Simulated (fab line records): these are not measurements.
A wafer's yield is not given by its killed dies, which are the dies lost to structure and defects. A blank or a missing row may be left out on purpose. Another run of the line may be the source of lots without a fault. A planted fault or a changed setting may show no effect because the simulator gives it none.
Which tool was responsible? ; flow sky130 ; 24 lots, 72 wafers sampled, at 4 steps of a route of 708

## WHAT THE GAUGES SHOWED, per wafer
SKY_METAL3_OVL_MEAS_14. Usual: METAL3_OVL 0 nm, standard deviation 5.8.
lot;measured;on;METAL3_OVL (nm);flag
L075;day 39 07:37;overlay-02;0 2 5;
L077;day 39 23:02;overlay-01;4 -4 1;
L074;day 40 00:39;overlay-02;-2 2 0;
L076;day 40 01:08;overlay-02;-12 -10 -11;
L078;day 40 02:47;overlay-01;9 6 0;
L079;day 40 04:35;overlay-01;2 4 4;
L080;day 40 09:49;overlay-01;-8 -5 -9;
L081;day 40 17:59;overlay-02;4 0 2;
L082;day 41 04:49;overlay-01;3 -5 -4;
L084;day 41 15:08;overlay-02;9 12 12;
L083;day 41 16:01;overlay-02;3 5 -1;
L085;day 41 18:14;overlay-01;-2 0 7;
L086;day 42 16:34;overlay-01;0 -3 -1;
L088;day 43 08:16;overlay-02;1 -6 -4;
L087;day 43 14:04;overlay-01;-11 -8 -3;
L090;day 43 19:38;overlay-01;6 6 4;
L089;day 43 21:27;overlay-02;-2 -2 -3;
L092;day 44 02:22;overlay-01;-4 -5 -3;
L091;day 44 05:38;overlay-02;8 5 11;
L093;day 44 09:07;overlay-02;-4 -4 0;
L094;day 44 16:54;overlay-01;-4 -7 -7;
L095;day 45 01:31;overlay-02;7 9 2;
L096;day 45 07:14;overlay-02;6 5 1;
L097;day 45 12:11;overlay-02;-2 0 -6;

SKY_VIA3_CD_MEAS_12: target cd 200 nm. Usual: cd nm at 200.4 nm, with a standard deviation of 1.7.
lot;measured;on;cd nm (nm);flag
L075;day 40 10:04;cd sem-02;201.8 203.2 202.1;
L077;day 41 01:29;cd sem-02;199.2 199.0 198.2;
L074;day 41 02:16;cd sem-02;200.7 200.8 201.4;
L076;day 41 03:25;cd sem-02;200.8 199.7 199.6;
L078;day 41 04:55;cd sem-01;201.1 199.4 200.4;
L079;day 41 05:53;cd sem-02;202.1 202.3 202.4;
L080;day 41 11:44;cd sem-01;197.5 198.5 199.9;
L081;day 41 19:46;cd sem-01;203.0 201.9 203.6;
L082;day 42 07:01;cd sem-02;199.2 200.4 199.2;
L084;day 42 15:59;cd sem-01;197.2 197.5 196.6;
L083;day 42 17:10;cd sem-01;198.7 198.8 198.3;
L085;day 42 19:20;cd sem-01;200.3 201.6 200.3;
L086;day 43 17:11;cd sem-02;199.7 198.2 198.6;
L088;day 44 08:31;cd sem-01;201.9 201.8 201.6;
L087;day 44 14:34;cd sem-01;201.9 201.5 200.6;
L090;day 44 19:52;cd sem-01;200.5 201.6 199.6;
L089;day 44 22:23;cd sem-02;196.9 198.4 198.6;
L092;day 45 02:01;cd sem-02;200.6 200.9 200.6;
L091;day 45 06:31;cd sem-02;202.4 204.0 203.4;
L093;day 45 09:32;cd sem-02;200.3 200.7 201.6;
L094;day 45 16:59;cd sem-02;202.1 201.1 202.6;
L095;day 46 01:21;cd sem-01;199.6 199.0 200.2;
L096;day 46 07:58;cd sem-01;202.5 202.0 203.8;
L097;day 46 11:56;cd sem-02;198.4 198.4 199.3;

SKY_VIA4_THK_MEAS_20: measures by xrf. Usual: VIA4_W_THK 545 nm, standard deviation 9.
lot;measured;on;VIA4_W_THK (nm);flag
L075;day 43 14:29;film metro-03;532 537 537;
L077;day 44 05:47;film metro-01;544 546 540;
L074;day 44 05:54;film metro-03;543 548 541;
L076;day 44 07:06;film metro-03;529 530 534;
L078;day 44 08:11;film metro-03;549 552 547;
L079;day 44 08:52;film metro-01;557 561 551;
L080;day 44 15:34;film metro-03;553 547 548;
L081;day 44 23:38;film metro-03;536 540 542;
L082;day 45 09:58;film metro-03;538 537 535;
L084;day 45 16:50;film metro-01;542 542 542;
L083;day 45 18:55;film metro-01;550 552 552;
L085;day 45 20:41;film metro-03;540 537 534;
L086;day 46 17:34;film metro-03;529 533 528;
L088;day 47 07:16;film metro-02;549 561 547;
L087;day 47 11:53;film metro-02;547 547 545;
L090;day 47 18:23;film metro-01;561 562 564;
L089;day 47 20:25;film metro-01;552 569 551;
L092;day 47 21:45;film metro-01;553 558 552;
L091;day 48 03:06;film metro-02;543 555 545;
L093;day 48 04:12;film metro-03;538 539 544;
L094;day 48 12:38;film metro-03;550 537 556;
L095;day 48 19:15;film metro-03;549 541 541;
L096;day 49 00:29;film metro-03;543 532 537;
L097;day 49 03:17;film metro-02;543 535 543;

## WHICH TOOL RAN EACH LOT (tool, then ch and the chambers of the sampled wafers, then the start)
lot;SKY_CONTACT_CMP_27
L075;cmp-02 ch 1,2, day 32 12:12
L077;cmp-02 ch 0,3, day 33 05:46
L074;cmp-01 ch 1,3, day 33 06:05
L076;cmp-02 ch 0,1,2, day 33 07:06
L078;cmp-02 ch 0,1,3, day 33 08:10
L079;cmp-01 ch 0,1,2, day 33 10:24
L080;cmp-01 ch 0,2, day 33 16:09
L081;cmp-01 ch 0,2,3, day 34 00:56
L082;cmp-02 ch 0,2, day 34 12:37
L084;cmp-01 ch 1,2, day 34 23:46
L083;cmp-02 ch 1,3, day 35 02:01
L085;cmp-02 ch 0,1, day 35 04:19
L086;cmp-01 ch 1,2, day 36 02:53
L088;cmp-02 ch 0,1,2, day 36 21:33
L087;cmp-01 ch 0,2,3, day 37 04:12
L090;cmp-02 ch 0,1,3, day 37 08:44
L089;cmp-01 ch 1,2, day 37 10:47
L092;cmp-01 ch 0,1,3, day 37 16:54
L091;cmp-01 ch 1,2,3, day 37 21:32
L093;cmp-01 ch 1,2, day 38 02:28
L094;cmp-02 ch 0,1, day 38 09:27
L095;cmp-02 ch 0,2, day 38 20:45
L096;cmp-02 ch 0,1, day 39 00:43
L097;cmp-02 ch 0,1,3, day 39 05:54
- SKY_CONTACT_CMP_27: polishes, stops on SiO2, t overpolish 15 s, target thk 0 nm.

## AS READ BY THE TOOLS THEMSELVES (means over the sampled wafers that have a number; for cases with no such wafer, the mark the record gives instead)
SKY_CONTACT_CMP_27. Usual: motor current A 11.4 A, standard deviation 1.3; overpolish run s 15.000 s, standard deviation 0.0083; time to endpoint s 82 s, standard deviation 4.9.
lot;tool;motor current A (A);overpolish run s (s);time to endpoint s (s);flag
L075;cmp-02;12.4;14.998;82;
L077;cmp-02;9.8;15.000;84;
L074;cmp-01;12.0;14.995;82;
L076;cmp-02;11.6;14.995;83;
L078;cmp-02;10.5;14.996;85;
L079;cmp-01;12.1;14.999;86;
L080;cmp-01;11.3;14.992;88;
L081;cmp-01;11.5;15.000;86;
L082;cmp-02;10.8;14.999;83;
L084;cmp-01;12.2;15.007;79;
L083;cmp-02;10.0;14.998;81;
L085;cmp-02;10.8;15.001;86;
L086;cmp-01;12.2;15.001;77;
L088;cmp-02;11.5;15.001;86;
L087;cmp-01;11.4;15.002;82;
L090;cmp-02;10.3;14.997;83;
L089;cmp-01;12.3;15.000;81;
L092;cmp-01;12.3;15.001;80;
L091;cmp-01;12.2;14.999;83;
L093;cmp-01;12.2;15.005;76;
L094;cmp-02;10.8;14.997;88;
L095;cmp-02;12.0;14.996;83;
L096;cmp-02;11.5;14.997;89;
L097;cmp-02;10.3;15.001;79;

## THE ANSWER, worked out from the rows above alone
Rule: lot off if the mean of its wafers having a number is beyond 3 standard deviations from the usual mean. A lot without any number at a reading at which 4 lots or more have one is off too. All remaining lots with rows at the step are treated as sound. The gauges are gone through in route order, then the tools' own readings, and for those a lot's mean is taken as printed above. The first step at which some lot is off is used, and at that step the reading that is off furthest; a lot without a number counts as furthest.
Nothing can be told from this: no lot is off at any reading shown.

## WHAT THE SIMULATOR HAD PUT IN
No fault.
